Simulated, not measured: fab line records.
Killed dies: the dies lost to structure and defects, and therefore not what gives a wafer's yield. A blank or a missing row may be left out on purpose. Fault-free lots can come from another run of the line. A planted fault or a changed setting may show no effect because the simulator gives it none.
fab line records    flow sky130
[record] lots = 13  wafers = 39  lastDay = 50
route steps=708 shown RES_XHIGH@360 LI_CONTACT@363 LOCAL_INTERCONNECT@395 PAD_OPEN@708
lots with no fault: from the same line, run without faults
startH: start of the lot's first displayed wafer, in hours after the record's first day    waitH: how many hours have passed since the lot's step before this one    " identical to the entry in the row above    L1.1+2: one row covering several wafers at once    - no value present, or no start provided    * or withheld: withheld    < > ~ a bound
route shown NAME@n: names a module that has steps shown in the file, with the first one's number in the route    usual: mean and standard deviation over wafers with no fault    same: alike in all rows    chamber/n: place in a boat    sites: per-site readings    _std_site: standard deviation of those values    _edge_site: the outer-site mean with the inner-site mean subtracted    radiusMm: for every site, how far away it sits from the centre of the wafer    mask NAME#n: copy n    behind: the last tool/chamber to shape the wafer    hold: what put the lot on hold/how long, in hours/how the hold closed    device: the transistor (n, p or np) that didn't switch    end of line: tests run on the same wafers once the route is complete    a step given without rows: its recipe and nothing more    killed: at the first sort, the dies lost to defects and structure; wafer yield is something else    map: shows each die of a wafer: x if killed, . if not, _ if none is there
set.NAME: setting as actually run; set.NAME@STEP: the setting as run at that earlier step    model.NAME: the simulator's own value behind a step, which no gauge read
route steps across a sampled set of lots; one table per step, one row per wafer
services: when a tool's chamber went out of use (startH, in hours from the record's first day, below 0 if earlier), for how many hours, and the reason
[[steps]]
[step SKY_SD_N_RS_MEAS_18]
[recipe] thkMeasGauge = four-point-probe
[usual] RES_XHIGH_RS = 333.6/1.2
lot.wafer  tool          chamber  startH  waitH  RES_XHIGH_RS[ohm/sq]
L576.2     filmMetro-02  -        654.37  0.1    334.5
L576.3     "             -        "       "      332.9
L576.6     "             -        "       "      334.7
L578.1     filmMetro-01  -        670.70  0.1    334.6
L578.2     "             -        "       "      335.2
L578.5     "             -        "       "      334.4
L577.1     filmMetro-03  -        671.23  0.1    329.7
L577.2     "             -        "       "      331.1
L577.6     "             -        "       "      330.8
L579.1     filmMetro-03  -        687.05  0.1    334.9
L579.2     "             -        "       "      333.5
L579.3     "             -        "       "      335.4
L580.1     filmMetro-02  -        708.93  0.1    332.7
L580.2     "             -        "       "      334.6
L580.6     "             -        "       "      333.1
L581.3     filmMetro-02  -        711.55  0.1    334.5
L581.4     "             -        "       "      333.8
L581.5     "             -        "       "      334.8
L582.3     filmMetro-03  -        712.44  0.1    334.0
L582.4     "             -        "       "      334.4
L582.6     "             -        "       "      333.1
L583.1     filmMetro-02  -        721.60  0.1    333.5
L583.2     "             -        "       "      331.9
L583.3     "             -        "       "      332.3
L584.1     filmMetro-01  -        727.85  0.1    332.4
L584.3     "             -        "       "      332.8
L584.6     "             -        "       "      332.2
L587.2     filmMetro-03  -        766.38  0.1    332.5
L587.4     "             -        "       "      331.6
L587.5     "             -        "       "      331.8
L589.2     filmMetro-03  -        774.74  0.1    333.5
L589.3     "             -        "       "      333.7
L589.6     "             -        "       "      334.1
L597.3     filmMetro-02  -        816.63  0.1    334.4
L597.4     "             -        "       "      334.1
L597.5     "             -        "       "      335.2
L596.2     filmMetro-01  -        816.77  0.1    335.5
L596.3     "             -        "       "      334.5
L596.4     "             -        "       "      334.7
[step SKY_LI_CONTACT_THK_MEAS_01]
[recipe] reads = PSG_of_LI_CONTACT_HDPCVD_00
[usual] LI_CONTACT_HDPCVD_THK = 938/12
lot.wafer  tool          chamber  startH  waitH  LI_CONTACT_HDPCVD_THK[nm]
L576.2     filmMetro-01  -        654.60  0.1    915
L576.3     "             -        "       "      940
L576.6     "             -        "       "      937
L578.1     filmMetro-01  -        670.94  0.1    947
L578.2     "             -        "       "      926
L578.5     "             -        "       "      922
L577.1     filmMetro-01  -        671.47  0.1    945
L577.2     "             -        "       "      943
L577.6     "             -        "       "      955
L579.1     filmMetro-02  -        687.28  0.1    926
L579.2     "             -        "       "      918
L579.3     "             -        "       "      930
L580.1     filmMetro-01  -        709.17  0.1    932
L580.2     "             -        "       "      955
L580.6     "             -        "       "      925
L581.3     filmMetro-03  -        711.77  0.1    950
L581.4     "             -        "       "      946
L581.5     "             -        "       "      932
L582.3     filmMetro-01  -        712.66  0.1    938
L582.4     "             -        "       "      952
L582.6     "             -        "       "      945
L583.1     filmMetro-01  -        721.89  0.1    930
L583.2     "             -        "       "      953
L583.3     "             -        "       "      953
L584.1     filmMetro-02  -        728.09  0.1    927
L584.3     "             -        "       "      936
L584.6     "             -        "       "      917
L587.2     filmMetro-03  -        766.61  0.1    939
L587.4     "             -        "       "      919
L587.5     "             -        "       "      913
L589.2     filmMetro-03  -        774.97  0.1    941
L589.3     "             -        "       "      946
L589.6     "             -        "       "      944
L597.3     filmMetro-03  -        816.85  0.1    947
L597.4     "             -        "       "      954
L597.5     "             -        "       "      941
L596.2     filmMetro-02  -        817.00  0.1    930
L596.3     "             -        "       "      929
L596.4     "             -        "       "      925
[step SKY_LI_CONTACT_STRIP_16]
[recipe] chemistry = O2/N2  powerW = 1400  pressureMtorr = 1500  platenTempC = withheld  o2FlowSccm = 3000  n2FlowSccm = 300  overashFraction = 0.5
[usual] drypumpMotorCurrentA = 5.95/0.24  oesProductAu = 0.376/0.0049  stripTimeToEndpointS = 3.50/0.032
lot.wafer  tool            chamber  startH  waitH  drypumpMotorCurrentA  oesProductAu  rfHoursCounterH  stripTimeToEndpointS
L576.2     plasmaAsher-04  0        683.49  -      6.00                  0.375         93               3.43
L576.3     "               1        "       "      5.54                  0.382         -                3.54
L576.6     "               0        "       "      6.02                  0.373         -                3.46
L578.1     plasmaAsher-02  1        699.60  -      5.76                  0.376         25               3.51
L578.2     "               0        "       "      5.85                  0.364         25               3.43
L578.5     "               1        "       "      5.78                  0.373         -                3.45
L577.1     plasmaAsher-03  1        699.71  -      6.27                  0.377         90               3.51
L577.2     "               0        "       "      6.10                  0.374         90               3.51
L577.6     "               1        "       "      6.26                  0.384         -                3.51
L579.1     plasmaAsher-04  0        716.00  -      5.98                  0.364         96               3.48
L579.2     "               1        "       "      5.56                  0.374         96               3.49
L579.3     "               1        "       "      5.54                  0.384         -                3.49
L580.1     plasmaAsher-02  1        737.59  -      5.78                  0.381         29               3.54
L580.2     "               0        "       "      5.85                  0.376         29               3.51
L580.6     "               0        "       "      5.83                  0.371         -                3.52
L581.3     plasmaAsher-02  0        740.08  -      5.82                  0.370         -                3.52
L581.4     "               1        "       "      5.78                  0.371         -                3.50
L581.5     "               1        "       "      5.75                  0.378         -                3.48
L582.3     plasmaAsher-02  1        740.68  -      5.75                  0.374         -                3.50
L582.4     "               0        "       "      5.82                  0.377         -                3.46
L582.6     "               0        "       "      5.80                  0.381         -                3.51
L583.1     plasmaAsher-02  0        749.75  -      5.81                  0.375         31               3.53
L583.2     "               1        "       "      5.75                  0.377         31               3.52
L583.3     "               0        "       "      5.81                  0.377         -                3.50
L584.1     plasmaAsher-02  0        754.59  -      5.79                  0.370         31               3.51
L584.3     "               1        "       "      5.76                  0.379         -                3.46
L584.6     "               1        "       "      5.75                  0.378         -                3.45
L587.2     plasmaAsher-04  0        793.66  -      5.97                  0.378         4                3.52
L587.4     "               0        "       "      5.99                  0.370         -                3.54
L587.5     "               1        "       "      5.58                  0.377         -                3.49
L589.2     plasmaAsher-02  0        802.80  -      5.83                  0.375         36               3.48
L589.3     "               1        "       "      5.75                  0.370         -                3.47
L589.6     "               0        "       "      5.85                  0.378         -                3.51
L597.3     plasmaAsher-02  0        848.98  -      5.85                  0.368         -                3.51
L597.4     "               1        "       "      5.76                  0.369         -                3.53
L597.5     "               1        "       "      5.76                  0.377         -                3.50
L596.2     plasmaAsher-03  1        849.01  -      6.24                  0.375         105              3.48
L596.3     "               0        "       "      6.15                  0.370         -                3.43
L596.4     "               1        "       "      6.25                  0.375         -                3.48
[step SKY_LOCAL_INTERCONNECT_EXPOSE_08]
[recipe] maskId = LI1M  na = 0.8  sourceShape = annular  sigmaInner = 0.55  sigmaOuter = 0.85  targetCdNm = 170  doseMj = 28
lot.wafer   tool           chamber  startH  waitH  mask
L576.2+3+6  krfScanner-01  0        698.88  -      LI1M#0
L578.1+2+5  krfScanner-02  0        714.83  -      LI1M#0
L577.1+2+6  krfScanner-02  0        714.94  -      LI1M#0
L579.1+2+3  krfScanner-01  0        731.58  -      LI1M#0
L580.1+2+6  krfScanner-01  0        751.90  -      LI1M#0
L581.3+4+5  krfScanner-02  0        754.12  -      LI1M#0
L582.3+4+6  krfScanner-01  0        754.59  -      LI1M#0
L583.1+2+3  krfScanner-02  0        765.33  -      LI1M#0
L584.1+3+6  krfScanner-02  0        770.21  -      LI1M#0
L587.2+4+5  krfScanner-02  0        808.19  -      LI1M#0
L589.2+3+6  krfScanner-02  0        817.09  -      LI1M#0
L597.3+4+5  krfScanner-01  0        861.69  -      LI1M#0
L596.2+3+4  krfScanner-01  0        862.34  -      LI1M#0
[step SKY_LOCAL_INTERCONNECT_CD_MEAS_11]
[recipe] targetCdNm = 170
[usual] cdNm = 169.6/1.5
lot.wafer  tool      chamber  startH  waitH  cdNm
L576.2     cdSem-01  -        712.29  -      171.1
L576.3     "         -        "       "      170.8
L576.6     "         -        "       "      169.6
L578.1     cdSem-01  -        728.62  -      170.2
L578.2     "         -        "       "      169.9
L578.5     "         -        "       "      170.4
L577.1     cdSem-02  -        728.75  -      166.9
L577.2     "         -        "       "      167.8
L577.6     "         -        "       "      166.3
L579.1     cdSem-01  -        745.70  -      171.2
L579.2     "         -        "       "      170.3
L579.3     "         -        "       "      171.7
L580.1     cdSem-02  -        765.55  -      167.8
L580.2     "         -        "       "      167.1
L580.6     "         -        "       "      168.5
L581.3     cdSem-01  -        767.46  -      169.1
L581.4     "         -        "       "      167.4
L581.5     "         -        "       "      168.9
L582.3     cdSem-02  -        768.20  -      170.2
L582.4     "         -        "       "      169.8
L582.6     "         -        "       "      169.3
L583.1     cdSem-01  -        778.45  -      168.4
L583.2     "         -        "       "      169.2
L583.3     "         -        "       "      168.1
L584.1     cdSem-01  -        783.65  -      170.5
L584.3     "         -        "       "      168.5
L584.6     "         -        "       "      169.3
L587.2     cdSem-02  -        821.62  -      171.0
L587.4     "         -        "       "      169.8
L587.5     "         -        "       "      115.8
L589.2     cdSem-02  -        829.89  -      169.8
L589.3     "         -        "       "      170.9
L589.6     "         -        "       "      115.5
L597.3     cdSem-02  -        875.80  -      169.6
L597.4     "         -        "       "      170.4
L597.5     "         -        "       "      170.4
L596.2     cdSem-02  -        876.43  -      170.1
L596.3     "         -        "       "      169.4
L596.4     "         -        "       "      170.2
[step SKY_PAD_OPEN_PROBE_99]
[usual] killed_at_M0_to_M3 = 44/6.5  killed_at_M4_up = 3.0/1.5  killedAtContacts = 25/5.1  killedAtFrontEnd = 14/4.1  killedAtOther = 0.3/0.57  killedDies = 87/9.5  killedOnRim = 17/3.9  killedOpen = 48/6.8  killedShort = 39/6.2
[same] grossDies = 492  killedAtBackSide = 0
lot.wafer  tool       chamber  startH   waitH  killed_at_M0_to_M3  killed_at_M4_up  killedAtContacts  killedAtFrontEnd  killedAtOther  killedDies  killedOnRim  killedOpen  killedShort
L587.2     prober-01  -        1163.51  0.1    37                  4                25                9                 1              76          16           34          41
L587.4     prober-01  -        1163.61  0.2    41                  5                25                10                0              81          17           47          32
L587.5     prober-01  -        1163.66  0.2    39                  5                429               19                0              492         96           38          44
L589.2     prober-02  -        1164.81  0.1    46                  1                28                15                0              90          15           58          32
L589.3     prober-02  -        1164.86  0.2    45                  4                26                16                1              92          19           46          46
L589.6     prober-02  -        1165.01  0.2    57                  6                408               21                0              492         96           54          50
// killed by level:class
L587.2 VIA1:geometricParticle:open=11 CONTACT:geometricParticle:open=8 FIELD_ISO:geometricParticle:short=5 LI_CONTACT:geometricParticle:short=5 CONTACT:geometricParticle:short=5 VIA2:geometricParticle:open=5 VIA3:geometricParticle:open=4 LOCAL_INTERCONNECT:geometricParticle:short=4
L587.4 VIA1:geometricParticle:open=13 LI_CONTACT:geometricParticle:open=8 CONTACT:geometricParticle:open=8 LOCAL_INTERCONNECT:geometricParticle:short=5 VIA1:geometricParticle:short=5 VIA2:geometricParticle:open=5 VIA3:geometricParticle:open=4 METAL1:geometricParticle:short=4
L587.5 LOCAL_INTERCONNECT:areaExpose=408 VIA1:geometricParticle:open=6 VIA2:geometricParticle:open=6 VIA3:geometricParticle:open=6 LI_CONTACT:geometricParticle:open=5 METAL2:geometricParticle:short=5 FIELD_ISO:geometricParticle:short=4 POLY_GATE:geometricParticle:short=4
L589.2 VIA3:geometricParticle:open=11 CONTACT:geometricParticle:open=11 VIA2:geometricParticle:open=9 POLY_GATE:geometricParticle:open=7 VIA1:geometricParticle:open=7 CONTACT:geometricParticle:short=5 METAL2:geometricParticle:short=5 LI_CONTACT:geometricParticle:short=4
L589.3 VIA1:geometricParticle:open=11 CONTACT:geometricParticle:open=10 LOCAL_INTERCONNECT:geometricParticle:short=8 VIA3:geometricParticle:open=7 VIA2:geometricParticle:open=6 FIELD_ISO:geometricParticle:short=5 METAL1:geometricParticle:short=5 CONTACT:geometricParticle:short=5
L589.6 LOCAL_INTERCONNECT:areaExpose=388 VIA1:geometricParticle:open=12 CONTACT:geometricParticle:open=9 VIA1:geometricParticle:short=9 VIA2:geometricParticle:open=8 FIELD_ISO:geometricParticle:open=7 CONTACT:geometricParticle:short=7 FIELD_ISO:geometricParticle:short=6
[[services]]
tool            chamber  startH  hours  kind
krfScanner-02   -        685.30  1.0    pm
krfScanner-02   -        689.54  21.0   pm
krfScanner-01   0        704.37  -      calibration
krfScanner-01   -        710.54  4.4    pm
krfScanner-01   -        717.94  3.3    repair
krfScanner-01   -        725.13  1.0    pm
krfScanner-02   -        726.32  9.0    repair
plasmaAsher-04  -        731.40  12.5   pm
plasmaAsher-04  -        743.87  9.0    pm
plasmaAsher-04  0        743.87  9.0    ventCycle
plasmaAsher-04  1        743.87  9.0    ventCycle
plasmaAsher-04  0        752.87  -      clean
plasmaAsher-04  1        752.87  -      clean
krfScanner-01   -        762.34  93.8   repair
krfScanner-02   0        779.11  -      calibration
plasmaAsher-02  -        803.04  0.3    repair
krfScanner-02   -        823.02  11.5   repair
krfScanner-02   -        834.51  0.8    pm
krfScanner-02   -        842.74  1.3    pm
krfScanner-01   -        856.15  1.3    pm
krfScanner-01   -        857.45  0.8    pm
krfScanner-01   -        857.63  0.3    repair
krfScanner-02   -        858.20  4.4    pm
[[key]]
[firstSign] step = SKY_LOCAL_INTERCONNECT_CD_MEAS_11  reading = cdNm  direction = down  sigmas = 37  usual = 169.6  struck = 115.6
[effect] step = SKY_PAD_OPEN_PROBE_99  reading = killedAtContacts  direction = up  sigmas = 78  usual = 25  struck = 418
[moreKillsBornAt] SKY_LOCAL_INTERCONNECT_EXPOSE_08@krfScanner-02 = 796
metAt SKY_LOCAL_INTERCONNECT_EXPOSE_08
struckLots L587,L589
struckWafers L587.5,L589.6
laterRowsLeftOut L587.5,L589.6
testerLeftOut L587,L589
notActingAt SKY_SD_N_RS_MEAS_18,SKY_LI_CONTACT_THK_MEAS_01,SKY_LI_CONTACT_STRIP_16
onsetBetween 770.21 808.19
[fault] kind = processParameterDrift  tool = krfScanner-02  chamber = -  onsetH = 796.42  steps = SKY_LOCAL_INTERCONNECT_EXPOSE_08  channel = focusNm  offset = 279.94  shape = step  endH = 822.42  scope = struckWafersOnly
// testerLeftOut: of these lots the tester's yield and bins aren't shown, on N5 and GAA mostly nor the transistor test; their killed dies are dies lost to structure and defects alone, not to doping, threshold or leakage, so they don't give the yield
// laterRowsLeftOut: the simulator's readings of these wafers behind a module that went badly wrong aren't trusted and aren't shown, but for the sort
